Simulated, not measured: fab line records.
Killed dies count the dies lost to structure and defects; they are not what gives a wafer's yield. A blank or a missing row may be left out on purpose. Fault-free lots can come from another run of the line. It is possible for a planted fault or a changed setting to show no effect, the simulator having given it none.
A struck lot beside a sound one | flow sky130 | 18 steps out of a route of 708
Sound: the wafers L799.1, L799.5, L799.6. Struck: wafers L802.1, L802.3, L802.6. At the end, the cause is stated.
For every step that has rows: the tool of each side, followed by ch and its chambers, followed by its first start. Under that, the readings that differ: sound wafers | struck wafers | difference of the means | sigmas: that difference in standard deviations of wafers without a fault.
alike: words and numbers the same on both sides, and readings whose means are apart by under 2 such deviations; not compared: readings that were withheld, readings missing a value for some wafer, numbers with overlapping values and no deviation given by the record, and bounds like >300 which may hide the same value.
Wherever a step has rows on one side only, a row that says differs or no value, or a row with sigmas, the two part there. Non-overlapping numbers with no deviation appear without sigmas and do not part them. A reading missing from all wafers of one side parts the sides only when that side holds two or more wafers.

first, 1 step without rows for these wafers: SKY_VT_ADJUST_PCH_IMPLANT_08.
SKY_VT_ADJUST_PCH_STRIP_09: strips in O2/N2.
  sound on plasma_asher-04 ch 0,1, day 13 15:19; struck on plasma_asher-03 ch 0,1, day 14 12:17
  alike: drypump_motor_current_A, n2_flow_sccm, oes_product_au, strip_time_to_endpoint_s
  not compared: rf_hours_counter_h
SKY_VT_ADJUST_PCH_TW_MEAS_10:
  sound on film_metro-03 at day 13 15:25; struck on film_metro-03 at day 14 12:23
  alike: VT_ADJUST_PCH_TW
then, 7 steps without rows for these wafers: SKY_SONOS_TUNNEL_DEHYDRATE_00 (time 60 s); SKY_SONOS_TUNNEL_HMDS_01 (prime time 60 s); SKY_SONOS_TUNNEL_COAT_02 (resist thk 1140 nm); SKY_SONOS_TUNNEL_SOFTBAKE_03 (time 60 s); SKY_SONOS_TUNNEL_EXPOSE_04 (exposes mask TUNM, target cd 410 nm); SKY_SONOS_TUNNEL_PEB_05; SKY_SONOS_TUNNEL_DEVELOP_06 (develop time 60 s).
SKY_SONOS_TUNNEL_CD_MEAS_07: target cd 410 nm.
  sound on cd_sem-02 at day 14 17:25; struck on cd_sem-01 at day 15 12:49
  alike: cd_nm
SKY_SONOS_TUNNEL_OVL_MEAS_08:
  sound on overlay-02 at day 14 17:32; struck on overlay-02 at day 15 12:56
  alike: SONOS_TUNNEL_OVL
SKY_SONOS_TUNNEL_IMPLANT_09:
  sound on implanter-03 ch 0, day 14 17:35; struck on implanter-04 ch 0, day 15 12:59
  reading            | sound                        | struck                       | difference | sigmas
  dose_ions_cm2      | 9.99e+11 9.996e+11 9.998e+11 | 4.479e+11 4.47e+11 4.476e+11 | -5.520e+11 | -99 or more
  faraday_current_uA | 5.84 5.74 5.76               | 2.46 2.54 2.52               | -3.27      | -33
then, 2 steps without rows for these wafers: SKY_SONOS_TUNNEL_WET_ETCH_10 (etches SiO2 in dHF, target depth 14 nm, time 280 s); SKY_SONOS_TUNNEL_STRIP_11 (strips in SPM, time 600 s).
SKY_SONOS_TUNNEL_TW_MEAS_12:
  sound on film_metro-04 at day 14 18:05; struck on film_metro-02 at day 15 13:23
  reading         | sound             | struck            | difference | sigmas
  SONOS_TUNNEL_TW | 197.3 197.5 199.5 | 161.3 160.2 161.6 | -37.1      | -21
then, 1 step without rows for these wafers: SKY_SONOS_TUNNEL_CLEAN_13 (cleans in dHF, time 20 s).
-- the record jumps here: 33 days lie between the struck wafers' starts before and after (it left off in module SONOS_TUNNEL and takes up again in module PAD_OPEN, whose first step shown is number 708 of the route) --
SKY_PAD_OPEN_PROBE_99:
  sound on prober-01 at day 48 13:07; struck on prober-01 at day 48 23:38
  reading                                     | sound                   | struck                  | difference | sigmas
  model.etest.tip_sonos.rs_ohm_sq             | 2628 2672 2674          | 2589 2599 2610          | -59        |
  model.etest.sonos_uncharged.r_on_ohm_um     | 807.4 798.1 797.3       | 761.6 756 766.6         | -39.5      |
  model.etest.sonos_programmed.off_log10_a_um | -13.99 -13.89 -13.99    | -13.01 -12.42 -12.69    | +1.25      |
  model.etest.sonos_programmed.vt_v (V)       | 1.556 1.578 1.533       | 1.385 1.337 1.414       | -0.177     |
  model.etest.sonos_baked.vt_v (V)            | 0.9828 1.042 1.01       | 0.8366 0.8704 0.8421    | -0.1619    |
  model.etest.sonos_uncharged.vt_v (V)        | -0.4177 -0.4364 -0.4368 | -0.5815 -0.6313 -0.5756 | -0.1658    |
  model.etest.sonos_erased.vt_v (V)           | -2.276 -2.366 -2.358    | -2.448 -2.47 -2.494     | -0.137     |
  alike: killed_at_M0_to_M3, killed_at_M4_up, killed_at_contacts, killed_at_front_end, killed_at_other, killed_dies, killed_open, killed_short

WHERE THEY PART
First at SKY_SONOS_TUNNEL_IMPLANT_09; last, within this record, at SKY_SONOS_TUNNEL_TW_MEAS_12. Later steps at which nothing parts them and some readings are alike: SKY_PAD_OPEN_PROBE_99.

WHY: whatever the simulator had introduced
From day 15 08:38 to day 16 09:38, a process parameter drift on implanter-04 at SKY_SONOS_TUNNEL_IMPLANT_09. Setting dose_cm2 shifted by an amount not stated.
